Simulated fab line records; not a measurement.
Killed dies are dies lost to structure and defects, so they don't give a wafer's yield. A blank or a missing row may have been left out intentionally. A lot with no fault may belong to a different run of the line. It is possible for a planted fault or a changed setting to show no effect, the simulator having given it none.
The tool behind it: which one?	flow sky130	10 lots with 30 wafers sampled at 3 steps, on a route of 708 steps

WHAT EACH GAUGE READ, for each wafer
SKY_SPACER_THK_MEAS_01.
lot	measured	on	SPACER_CVD_00_THK (nm)
L646	day 22 23:25	film-metro-04	42.3 42.4 42.8
L648	day 24 04:24	film-metro-01	42.9 42.7 43.1
L649	day 24 03:11	film-metro-04	43.3 43.4 43.5
L651	day 25 03:08	film-metro-04	43.1 43.1 43.1
L653	day 25 12:43	film-metro-02	42.8 42.7 42.8
L656	day 26 12:34	film-metro-04	44.0 44.0 43.7
L658	day 27 16:05	film-metro-02	43.5 43.4 43.9
L664	day 29 17:26	film-metro-01	43.0 42.8 42.9
L665	day 29 21:47	film-metro-02	42.9 42.6 42.8
L667	day 30 20:48	film-metro-02	60.7 60.8 60.4

WHAT TOOL EACH LOT RAN ON (gives the tool, then ch and the chambers of the sampled wafers, and finally the start)
lot	SKY_VT_ADJUST_HVTP_STRIP_10	SKY_SPACER_CVD_00
L646	plasma-asher-04 ch 0,1, day 6 09:01	lpcvd-02 ch 0, day 22 22:11
L648	plasma-asher-03 ch 0,1, day 6 18:15	lpcvd-02 ch 1, day 24 03:11
L649	plasma-asher-03 ch 0,1, day 6 21:26	lpcvd-02 ch 1, day 24 01:59
L651	plasma-asher-01 ch 0,1, day 7 16:36	lpcvd-02 ch 1, day 25 01:56
L653	plasma-asher-04 ch 0,1, day 8 01:49	lpcvd-02 ch 1, day 25 11:30
L656	plasma-asher-03 ch 1, day 8 14:32	lpcvd-02 ch 0, day 26 11:21
L658	plasma-asher-04 ch 0,1, day 9 11:40	lpcvd-02 ch 0, day 27 14:52
L664	plasma-asher-01 ch 0,1, day 11 04:46	lpcvd-02 ch 0, day 29 16:14
L665	plasma-asher-04 ch 0,1, day 11 09:32	lpcvd-02 ch 0, day 29 20:35
L667	plasma-asher-04 ch 0,1, day 12 05:50	lpcvd-02 ch 0, day 30 19:35
- SKY_VT_ADJUST_HVTP_STRIP_10: strips in O2/N2.
- SKY_SPACER_CVD_00: deposits Si3N4 from DCS/NH3, target thk 43.1 nm, time 740 s.

THE ANSWER, worked out from the rows above alone
Rule: the lots themselves supply what counts as usual. The widest of any qualifying gaps counts: lots, ordered by their means at a reading, are off when they make up no more than a third of the lots, leave a main group of 4 or more, and stand apart from it by 3 or more times the standard deviation of that group's means. The tables above print the reading to a certain number of digits; a main group whose means all agree to those digits is not used. Also off: a lot with no number at a reading for which 4 or more lots have one. Any other lot the step has rows for is counted as sound.
Off: L667, at SKY_SPACER_THK_MEAS_01 (SPACER_CVD_00_THK). Mean 43.1 nm and standard deviation 0.43 in the main group.
A tool fits if, at a process step before that reading, it ran every lot that is off, and no sound lot after the first of them. Those tools and the gauges at SKY_SPACER_THK_MEAS_01 are tried in the same way. Can't be told from this: 3 tools fit, plasma-asher-04 at SKY_VT_ADJUST_HVTP_STRIP_10, lpcvd-02 at SKY_SPACER_CVD_00, film-metro-02 at SKY_SPACER_THK_MEAS_01.

WHAT HAD BEEN PUT IN BY THE SIMULATOR
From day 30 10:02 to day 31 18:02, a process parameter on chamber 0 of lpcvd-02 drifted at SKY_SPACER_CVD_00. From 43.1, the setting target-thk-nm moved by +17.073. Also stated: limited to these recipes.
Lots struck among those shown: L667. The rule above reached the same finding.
